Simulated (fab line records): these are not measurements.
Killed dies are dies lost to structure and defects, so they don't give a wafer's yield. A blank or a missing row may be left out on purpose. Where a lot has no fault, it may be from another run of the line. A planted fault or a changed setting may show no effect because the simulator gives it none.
fab line records	flow sky130
record: lots: 12	wafers: 36	lastDay: 50
route steps=708 shown POLY_GATE@232 LDD_N@253 LDD_LDN@293 SPACER@305
lots untouched by any fault: they come from a run of this same line in which no faults occurred
startH: hours from the record's opening day to when the first of the lot's shown wafers began	waitH: how many hours have passed since the lot's step before this one	" same as the row above	L1.1+2: a row that stands for several wafers	- either no value or no given start	* or withheld: withheld	< > ~ a bound
route shown NAME@n: a module of which the file shows steps, and the number in the route of the first	usual: average and standard deviation across the fault-free wafers	same: alike in all rows	chamber/n: place in a boat	sites: the reading at each site	_std_site: standard deviation across them	_edge_site: mean of outer sites minus mean of inner sites	radiusMm: for every site, how far away it sits from the centre of the wafer	mask NAME#n: copy n	behind: the most recent tool/chamber to have shaped the wafer	hold: the reason the lot was held/the length of the hold in hours/how it ended	device: whichever transistor did not switch (one of n, p or np)	end of line: the same wafers' tests at the end of the route	where a step has no rows: the recipe by itself	killed: not the wafer's yield, but the dies lost to structure and defects at the first sort	map: dies across one wafer; x = killed, . = not, _ = none there
set.NAME: the setting as run; set.NAME@STEP: as run at that earlier step	model.NAME: the simulator's own value behind a step, which no gauge read
the route's steps for a sample of lots (tables are steps, rows are wafers)
services: a tool's chamber out of use, with start hour (startH, from the record's first day; less than 0 if before it), hours out, and reason
== steps ==
step: SKY_POLY_GATE_STRIP_18
recipe: chemistry: O2/N2	powerW: 1400	pressureMtorr: 1500	platenTempC: withheld	o2FlowSccm: 3000	n2FlowSccm: 300	overashFraction: 0.5
usual: chamberPressureMTorr: 1499.9/1.5	drypumpMotorCurrentA: 6.0/0.45	oesProductAu: 0.360/0.0046	stripTimeToEndpointS: 3.16/0.06
lot.wafer	tool	chamber	startH	waitH	chamberPressureMTorr	drypumpMotorCurrentA	oesProductAu	rfHoursCounterH	stripTimeToEndpointS
L231.3	plasmaAsher-04	0	371.02	0.1	1499.7	5.2	0.362	-	3.15
L231.5	"	1	"	"	1500.5	5.9	0.359	-	3.14
L231.6	"	0	"	"	1500.5	5.2	0.353	-	3.19
L232.2	plasmaAsher-04	0	376.24	0.0	1498.4	5.2	0.359	68	3.15
L232.3	"	0	"	"	1497.3	5.3	0.356	-	3.15
L232.6	"	1	"	"	1501.0	5.9	0.358	-	3.10
L235.3	plasmaAsher-01	0	421.77	0.1	1500.7	5.8	0.361	-	3.09
L235.5	"	1	"	"	1499.6	6.8	0.360	-	3.09
L235.6	"	0	"	"	1497.9	5.8	0.356	-	3.09
L239.2	plasmaAsher-01	0	446.19	0.0	1497.1	5.8	0.362	64	3.22
L239.3	"	0	"	"	1499.0	5.8	0.361	-	3.22
L239.6	"	1	"	"	1501.6	6.7	0.369	-	3.24
L240.3	plasmaAsher-01	0	454.12	0.1	1501.3	5.8	0.358	-	3.17
L240.4	"	1	"	"	1499.8	6.7	0.361	-	3.14
L240.5	"	1	"	"	1498.7	6.7	0.362	-	3.22
L242.2	plasmaAsher-02	0	472.09	0.0	1500.5	5.9	0.365	36	3.18
L242.3	"	0	"	"	1499.3	6.0	0.354	-	3.16
L242.6	"	0	"	"	1500.6	6.0	0.359	-	3.15
L244.2	plasmaAsher-01	1	483.14	0.0	1499.8	6.7	0.361	67	3.18
L244.4	"	1	"	"	1502.5	6.7	0.350	-	3.15
L244.6	"	0	"	"	1502.0	5.8	0.359	-	3.06
L247.1	plasmaAsher-02	0	511.21	0.0	1502.1	5.9	0.368	40	3.10
L247.2	"	1	"	"	1499.9	5.7	0.361	40	3.14
L247.4	"	0	"	"	1501.2	5.9	0.367	-	3.11
L248.1	plasmaAsher-02	1	519.53	0.0	1500.2	5.8	0.361	41	3.22
L248.2	"	0	"	"	1499.7	6.0	0.359	41	3.20
L248.4	"	0	"	"	1497.4	5.9	0.361	-	3.21
L250.3	plasmaAsher-01	1	534.92	0.1	1499.2	6.7	0.355	-	3.09
L250.4	"	0	"	"	1500.9	5.8	0.370	-	3.21
L250.5	"	1	"	"	1500.0	6.7	0.356	-	3.14
L251.3	plasmaAsher-02	1	541.09	0.1	1502.0	5.8	0.364	-	3.23
L251.4	"	0	"	"	1501.5	6.0	0.367	-	3.23
L251.5	"	0	"	"	1499.4	6.0	0.358	-	3.20
L252.1	plasmaAsher-01	1	547.81	0.0	1500.2	6.7	0.366	73	3.23
L252.2	"	0	"	"	1500.0	5.9	0.366	73	3.19
L252.5	"	1	"	"	1499.7	6.7	0.365	-	3.23
step: SKY_LDD_N_STRIP_16
recipe: chemistry: O2/N2	powerW: 1400	pressureMtorr: 1500	platenTempC: withheld	o2FlowSccm: 3000	n2FlowSccm: 300	overashFraction: 0.5
usual: chamberPressureMTorr: 1500.1/1.6	drypumpMotorCurrentA: 5.8/0.45	oesProductAu: 0.407/0.0043	stripTimeToEndpointS: 4.313/0.016
lot.wafer	tool	chamber	startH	waitH	chamberPressureMTorr	drypumpMotorCurrentA	oesProductAu	rfHoursCounterH	stripTimeToEndpointS
L231.3	plasmaAsher-03	0	403.51	0.1	1498.6	5.2	0.403	-	4.303
L231.5	"	1	"	"	1501.9	5.3	0.411	-	4.300
L231.6	"	0	"	"	1499.4	5.3	0.407	-	4.298
L232.2	plasmaAsher-02	1	408.85	0.1	1498.0	5.7	0.409	30	4.333
L232.3	"	1	"	"	1499.1	5.7	0.403	-	4.317
L232.6	"	1	"	"	1498.1	5.8	0.407	-	4.309
L235.3	plasmaAsher-02	1	455.91	0.1	1499.4	5.7	0.411	-	4.328
L235.5	"	0	"	"	1498.9	6.0	0.411	-	4.323
L235.6	"	1	"	"	1500.3	5.7	0.406	-	4.310
L239.2	plasmaAsher-03	1	478.78	0.1	1502.5	5.3	0.397	75	4.300
L239.3	"	0	"	"	1501.6	5.3	0.398	-	4.298
L239.6	"	0	"	"	1499.7	5.2	0.406	-	4.284
L240.3	plasmaAsher-01	0	486.73	0.1	1501.2	5.8	0.408	-	4.302
L240.4	"	1	"	"	1498.3	6.7	0.409	-	4.309
L240.5	"	1	"	"	1498.5	6.7	0.407	-	4.321
L242.2	plasmaAsher-01	1	506.43	0.1	1501.1	6.7	0.409	69	4.319
L242.3	"	0	"	"	1501.5	5.8	0.407	-	4.301
L242.6	"	1	"	"	1498.2	6.7	0.405	-	4.321
L244.2	plasmaAsher-03	1	518.25	0.1	1499.6	5.3	0.407	79	4.309
L244.4	"	0	"	"	1501.9	5.2	0.412	-	4.319
L244.6	"	0	"	"	1498.8	5.3	0.407	-	4.308
L247.1	plasmaAsher-02	1	543.58	0.1	1501.5	5.7	0.405	43	4.311
L247.2	"	0	"	"	1501.3	5.9	0.409	43	4.328
L247.4	"	0	"	"	1498.1	5.9	0.401	-	4.333
L248.1	plasmaAsher-02	0	552.88	0.1	1500.7	6.0	0.406	44	4.316
L248.2	"	1	"	"	1498.3	5.7	0.407	44	4.317
L248.4	"	0	"	"	1500.4	5.9	0.410	-	4.326
L250.3	plasmaAsher-03	0	567.86	0.1	1500.4	5.3	0.405	-	4.329
L250.4	"	1	"	"	1498.1	5.3	0.411	-	4.298
L250.5	"	0	"	"	1501.1	5.3	0.417	-	4.328
L251.3	plasmaAsher-03	1	573.23	0.1	1498.4	5.3	0.408	-	4.302
L251.4	"	0	"	"	1498.3	5.2	0.412	-	4.288
L251.5	"	0	"	"	1498.1	5.2	0.402	-	4.308
L252.1	plasmaAsher-02	0	580.75	0.1	1500.5	6.0	0.400	47	4.293
L252.2	"	1	"	"	1499.8	5.8	0.408	47	4.314
L252.5	"	1	"	"	1499.3	5.8	0.403	-	4.294
step: SKY_LDD_LDN_EXPOSE_04
recipe: maskId: LDNTM	na: 0.6	sourceShape: conventional	sigmaOuter: 0.6	polarization: unpolarized	targetCdNm: 700	doseMj: 140
lot.wafer	tool	chamber	startH	waitH	mask
L231.3+5+6	ilineStepper-02	0	511.45	-	LDNTM#0
L232.2+3+6	ilineStepper-02	0	516.73	-	LDNTM#0
L235.3+5+6	ilineStepper-01	0	562.73	-	LDNTM#0
L239.2+3+6	ilineStepper-01	0	584.06	-	LDNTM#0
L240.3+4+5	ilineStepper-01	0	591.85	-	LDNTM#0
L242.2+3+6	ilineStepper-02	0	610.64	-	LDNTM#0
L244.2+4+6	ilineStepper-01	0	623.34	-	LDNTM#0
L247.1+2+4	ilineStepper-02	0	646.64	-	LDNTM#0
L248.1+2+4	ilineStepper-01	0	655.94	-	LDNTM#0
L250.3+4+5	ilineStepper-01	0	670.33	-	LDNTM#0
L251.3+4+5	ilineStepper-01	0	673.85	-	LDNTM#0
L252.1+2+5	ilineStepper-01	0	681.64	-	LDNTM#0
step: SKY_LDD_LDN_OVL_MEAS_07
usual: LDD_LDN_OVL: -0.5/1.4
lot.wafer	tool	chamber	startH	waitH	LDD_LDN_OVL[nm]
L231.3	overlay-02	-	525.87	0.1	0.9
L231.5	"	-	"	"	0.3
L231.6	"	-	"	"	0.1
L232.2	overlay-02	-	531.47	0.1	0.8
L232.3	"	-	"	"	2.3
L232.6	"	-	"	"	2.7
L235.3	overlay-01	-	577.62	0.1	1.9
L235.5	"	-	"	"	3.0
L235.6	"	-	"	"	3.7
L239.2	overlay-02	-	598.30	0.1	-1.3
L239.3	"	-	"	"	-0.7
L239.6	"	-	"	"	-1.8
L240.3	overlay-02	-	606.42	0.1	-1.6
L240.4	"	-	"	"	0.5
L240.5	"	-	"	"	0.0
L242.2	overlay-02	-	625.12	0.1	-0.6
L242.3	"	-	"	"	-1.1
L242.6	"	-	"	"	-0.1
L244.2	overlay-02	-	637.80	0.1	0.1
L244.4	"	-	"	"	-0.3
L244.6	"	-	"	"	-0.3
L247.1	overlay-01	-	660.36	0.1	0.0
L247.2	"	-	"	"	0.9
L247.4	"	-	"	"	0.1
L248.1	overlay-02	-	669.39	0.1	-0.9
L248.2	"	-	"	"	0.1
L248.4	"	-	"	"	-1.3
L250.3	overlay-02	-	683.65	0.1	-51.6
L250.4	"	-	"	"	-50.4
L250.5	"	-	"	"	-51.7
L251.3	overlay-02	-	686.83	0.1	-51.2
L251.4	"	-	"	"	-50.3
L251.5	"	-	"	"	-51.7
L252.1	overlay-02	-	695.89	0.1	-51.9
L252.2	"	-	"	"	-51.2
L252.5	"	-	"	"	-50.9
step: SKY_SPACER_THK_MEAS_01
recipe: reads: Si3N4_of_SPACER_CVD_00
usual: SPACER_CVD_00_THK: 43.1/0.44
lot.wafer	tool	chamber	startH	waitH	SPACER_CVD_00_THK[nm]
L231.3	filmMetro-03	-	527.94	0.0	43.2
L231.5	"	-	"	"	42.9
L231.6	"	-	"	"	43.1
L232.2	filmMetro-02	-	533.53	0.0	43.8
L232.3	"	-	"	"	43.2
L232.6	"	-	"	"	44.0
L235.3	filmMetro-02	-	579.68	0.0	43.0
L235.5	"	-	"	"	42.8
L235.6	"	-	"	"	43.0
L239.2	filmMetro-02	-	600.35	0.0	42.9
L239.3	"	-	"	"	43.4
L239.6	"	-	"	"	43.6
L240.3	filmMetro-01	-	608.48	0.0	43.2
L240.4	"	-	"	"	43.5
L240.5	"	-	"	"	43.1
L242.2	filmMetro-02	-	628.08	0.0	43.2
L242.3	"	-	"	"	43.1
L242.6	"	-	"	"	43.1
L244.2	filmMetro-01	-	639.85	0.0	42.6
L244.4	"	-	"	"	42.4
L244.6	"	-	"	"	42.4
L247.1	filmMetro-01	-	663.68	0.0	42.8
L247.2	"	-	"	"	42.9
L247.4	"	-	"	"	42.8
L248.1	filmMetro-03	-	672.47	0.0	43.0
L248.2	"	-	"	"	43.0
L248.4	"	-	"	"	42.8
L250.3	filmMetro-01	-	685.71	0.0	42.2
L250.4	"	-	"	"	42.2
L250.5	"	-	"	"	42.4
L251.3	filmMetro-03	-	689.33	0.0	43.3
L251.4	"	-	"	"	43.2
L251.5	"	-	"	"	43.1
L252.1	filmMetro-03	-	697.95	0.0	42.8
L252.2	"	-	"	"	43.0
L252.5	"	-	"	"	43.1
== services ==
tool	chamber	startH	hours	kind
plasmaAsher-02	-	357.47	2.8	pm
ilineStepper-01	-	361.64	1.7	pm
ilineStepper-01	-	389.85	0.7	repair
ilineStepper-01	-	409.96	1.2	repair
plasmaAsher-04	-	421.25	9.0	pm
plasmaAsher-04	0	421.25	9.0	ventCycle
plasmaAsher-04	1	421.25	9.0	ventCycle
plasmaAsher-02	-	426.38	9.4	repair
plasmaAsher-04	0	430.25	-	clean
plasmaAsher-04	1	430.25	-	clean
ilineStepper-01	-	431.20	5.4	repair
ilineStepper-02	-	436.56	4.4	pm
plasmaAsher-01	-	470.62	7.4	repair
ilineStepper-02	-	476.40	1.7	pm
ilineStepper-01	-	500.83	3.8	repair
ilineStepper-01	-	537.37	6.3	repair
plasmaAsher-01	-	579.19	2.9	repair
ilineStepper-01	-	579.82	1.7	pm
plasmaAsher-03	-	592.93	2.7	repair
ilineStepper-01	-	612.98	4.4	pm
plasmaAsher-03	-	624.80	6.1	repair
plasmaAsher-03	-	626.74	1.1	repair
ilineStepper-02	-	673.51	18.8	repair
== key ==
firstSign: step: SKY_LDD_LDN_OVL_MEAS_07	reading: LDD_LDN_OVL	direction: down	sigmas: 37	usual: -0.5	struck: -51.2
effect none on later readings
metAt SKY_LDD_LDN_EXPOSE_04
struckLots L250,L251,L252
testerLeftOut L250,L251,L252
notActingAt SKY_POLY_GATE_STRIP_18,SKY_LDD_N_STRIP_16,SKY_SPACER_THK_MEAS_01
onsetBetween 655.94 670.33
alsoFits time
fault: kind: scannerMatchingOverlay	tool: ilineStepper-01	chamber: -	onsetH: 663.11	steps: SKY_LDD_LDN_EXPOSE_04	offset: -48.885
testerLeftOut: of these lots the tester's yield and bins aren't shown, on N5 and GAA mostly nor the transistor test; their killed dies are dies lost to structure and defects alone, not to doping, threshold or leakage, so they don't give the yield
